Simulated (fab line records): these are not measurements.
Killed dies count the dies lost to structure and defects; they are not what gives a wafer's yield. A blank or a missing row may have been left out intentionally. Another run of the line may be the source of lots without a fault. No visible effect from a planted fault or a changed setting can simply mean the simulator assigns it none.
Struck lot and sound lot, side by side :: flow gf180mcu :: 14 steps out of a route of 602
Sound: wafers L319.3, L319.4, L319.6. Wafers struck: L327.1, L327.2, L327.6. The cause comes at the end.
For every step that has rows: the tool of each side, followed by ch and its chambers, followed by its first start. Under that, the readings that differ: sound wafers :: struck wafers :: difference of the means :: sigmas: that difference in standard deviations of wafers without a fault.
alike: a reading whose means differ by less than 2 such deviations, as well as words and numbers matching on both sides. not compared: withheld readings; readings where some wafer has no value; bounds like >300 that might hide an equal value; numbers whose values overlap and for which the record gives no deviation.
Wherever a step has rows on one side only, a row that says differs or no value, or a row with sigmas, the two part there. Non-overlapping numbers with no deviation appear without sigmas and do not part them. A reading missing from all wafers of one side parts the sides only when that side holds two or more wafers.

GF_HV_LDD_CD_MEAS_31: target cd 400 nm.
  struck on cd_sem-01, day 15 11:12; sound on cd_sem-01, day 12 15:56
reading: cd_nm (nm)
sound: 400.0 397.1 397.6
struck: 403.4 403.7 403.2
difference: +5.2
sigmas: +3
GF_HV_LDD_OVL_MEAS_32:
  struck on overlay-02, day 15 11:19; sound on overlay-01, day 12 16:02
  alike: HV_LDD_02_OVL
then, 4 steps without rows for these wafers: GF_HV_LDD_IMPLANT_33; GF_HV_LDD_IMPLANT_34; GF_HV_LDD_IMPLANT_35; GF_HV_LDD_IMPLANT_36.
GF_HV_LDD_STRIP_37: strips in O2/N2.
  sound on plasma_asher-04 ch 0,1, day 12 16:41; struck on plasma_asher-04 ch 0,1, day 15 11:57
  alike: drypump_motor_current_A, heater_power_w, oes_product_au, strip_time_to_endpoint_s
  not compared: rf_hours_counter_h
GF_HV_LDD_TW_MEAS_38:
  struck on film_metro-04, day 15 12:03; sound on film_metro-01, day 12 16:46
  alike: HV_LDD_3_TW
then, 4 steps without rows for these wafers: GF_HV_LDD_DEHYDRATE_39 (time 60 s); GF_HV_LDD_HMDS_40 (prime time 60 s); GF_HV_LDD_COAT_41 (resist thk 1000 nm); GF_HV_LDD_SOFTBAKE_42 (time 60 s).
GF_HV_LDD_EXPOSE_43: exposes mask Pplus HV AREA, target cd 400 nm.
  struck on iline_stepper-01, day 15 22:52; sound on iline_stepper-02 ch 0, day 13 03:14
  no value came back on the struck wafers for exposure_dose_mJ_cm2, focus_offset_nm (nm); on the sound wafers exposure_dose_mJ_cm2 reads 139.99 140.21 140.05
reading: model.HV_LDD.overlay_y_nm (nm)
sound: 0.03973 0.03973 0.03973
struck: -0.3595 -0.3595 -0.3595
difference: -0.3992
sigmas: 

reading: model.HV_LDD.overlay_x_nm (nm)
sound: -1.238 -1.238 -1.238
struck: -1.286 -1.286 -1.286
difference: -0.048
sigmas: 
  alike: mask
following that, these wafers have no rows for 1 step: GF_HV_LDD_PEB_44.

WHERE THEY PART
Earliest at GF_HV_LDD_CD_MEAS_31; latest, in this record, at GF_HV_LDD_EXPOSE_43.

WHY: what had been put in by the simulator
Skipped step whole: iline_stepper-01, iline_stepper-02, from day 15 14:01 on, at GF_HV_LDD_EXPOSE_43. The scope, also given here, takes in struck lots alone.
